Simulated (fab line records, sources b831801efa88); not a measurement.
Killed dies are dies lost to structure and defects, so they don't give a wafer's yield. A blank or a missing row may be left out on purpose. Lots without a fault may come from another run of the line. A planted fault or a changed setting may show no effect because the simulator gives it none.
A struck lot beside a sound one | flow sky130 | 15 steps out of a route of 708
Sound: wafers L493.1, L493.2, L493.3. Struck: wafers L489.1, L489.2, L489.4. The cause comes at the end.
At each step with rows: each side's tool, then ch and its chambers, then its first start. Under that, the readings that differ: sound wafers | struck wafers | difference of the means | sigmas: that difference in standard deviations of wafers without a fault.
alike: readings whose means differ by less than 2 such deviations, and words and numbers that are the same on both sides. not compared: withheld readings, readings that some wafer has no value for, bounds like >300 that may hide the same value, and numbers for which the record gives no deviation and whose values overlap.
The two part at a step that has a row with sigmas, a row that says differs or no value, or rows on one side only. Numbers that don't overlap but have no deviation are shown without sigmas and don't part them. A reading that every wafer of one side lacks parts them only if that side has two wafers or more.

first, 4 steps without rows for these wafers: SKY_VIA2_SOFTBAKE_08 (time 90 s); SKY_VIA2_EXPOSE_09 (exposes mask VIM2, target cd 200 nm); SKY_VIA2_PEB_10; SKY_VIA2_DEVELOP_11 (develop time 61.97 s).
SKY_VIA2_CD_MEAS_12: target cd 200 nm.
  sound on cd_sem-01, day 41 09:56; struck on cd_sem-02, day 39 18:34
  alike: cd_nm
SKY_VIA2_OVL_MEAS_13:
  sound on overlay-01, day 41 10:03; struck on overlay-02, day 39 18:41
  alike: VIA2_OVL
SKY_VIA2_ETCH_14: etches BARC in N2/H2, stops on SiO2, time 45.9 s, target depth 60 nm.
  sound on rie_diel-01 ch 0,2,3, day 41 10:05; struck on rie_diel-01 ch 0,1,3, day 39 18:43
  alike: drypump_motor_current_A, oes_product_au, throttle_valve_pct
  not compared: rf_hours_counter_h
SKY_VIA2_ETCH_15: etches SiO2 in C4F8/O2/Ar, stops on TiN, target depth 546 nm, time 84 s.
  sound on rie_diel-01 ch 0,2,3, day 41 10:08; struck on rie_diel-01 ch 0,1,3, day 39 18:46
  alike: oes_product_au
  not compared: rf_hours_counter_h
SKY_VIA2_STRIP_16: strips in O2/N2.
  sound on plasma_asher-03 ch 0,1, day 41 10:11; struck on plasma_asher-03 ch 0,1, day 39 18:49
  alike: drypump_motor_current_A, oes_product_au, strip_time_to_endpoint_s
  not compared: rf_hours_counter_h
then, 3 steps without rows for these wafers: SKY_VIA2_STRIP_17 (strips in post etch residue remover, time 1200 s); SKY_VIA2_CLEAN_18 (cleans in IPA, time 180 s); SKY_VIA2_CLEAN_19 (cleans in O3/DIW).
SKY_VIA2_SPUTTER_20: material TiN, target thk 20 nm, time 80 s.
  sound on pvd_sputter-04, day 41 10:47; struck on pvd_sputter-04, day 39 19:27
  no value came back on the struck wafers for cathode_dc_power_W (W), chamber_pressure_pa (Pa), throttle_valve_pct (%); on the sound wafers cathode_dc_power_W (W) reads 4000.0 4002.1 4000.6
SKY_VIA2_CVD_21: deposits W, target thk 420 nm, time 126.4 s.
  sound on cvd_w-01 ch 0,1, day 41 10:51; struck on cvd_w-02 ch 0,1, day 39 19:31
  alike: heater_power_outer_w, heater_power_w
  not compared: since_wet_clean_h
-- the record jumps here: 9 days lie between the struck wafers' starts before and after (it left off in module VIA2 and takes up again in module PAD_OPEN, whose first step shown is number 708 of the route) --
SKY_PAD_OPEN_PROBE_99:
  sound on prober-02, day 49 19:51; struck on prober-01, day 48 12:38
  reading                  | sound          | struck         | difference | sigmas
  defect_limited_yield (%) | 80.7 79.5 84.1 | 0 0 0          | -81        | -45
  killed_at_M0_to_M3       | 51 52 43       | 441 449 448    | +397       | +53
  killed_dies              | 95 101 78      | 492 492 492    | +401       | +45
  killed_on_rim            | 18 26 15       | 96 96 96       | +76        | +20
  sort_bin_5_function (%)  | 12.2 13.4 8.5  | 93.5 94.1 92.5 | +82.0      | +51
  sort_n_pass              | 397 391 414    | 0 0 0          | -401       | -45
  sort_yield_pct (%)       | 80.7 79.5 84.1 | 0 0 0          | -81        | -45
  alike: killed_at_M4_up, killed_at_contacts, killed_at_front_end, killed_at_other, killed_open, killed_short, sort_bin_3_pad_short, sort_bin_6_memory

WHERE THEY PART
First at SKY_VIA2_SPUTTER_20; last, within this record, at SKY_PAD_OPEN_PROBE_99.

WHY: what the simulator had put in
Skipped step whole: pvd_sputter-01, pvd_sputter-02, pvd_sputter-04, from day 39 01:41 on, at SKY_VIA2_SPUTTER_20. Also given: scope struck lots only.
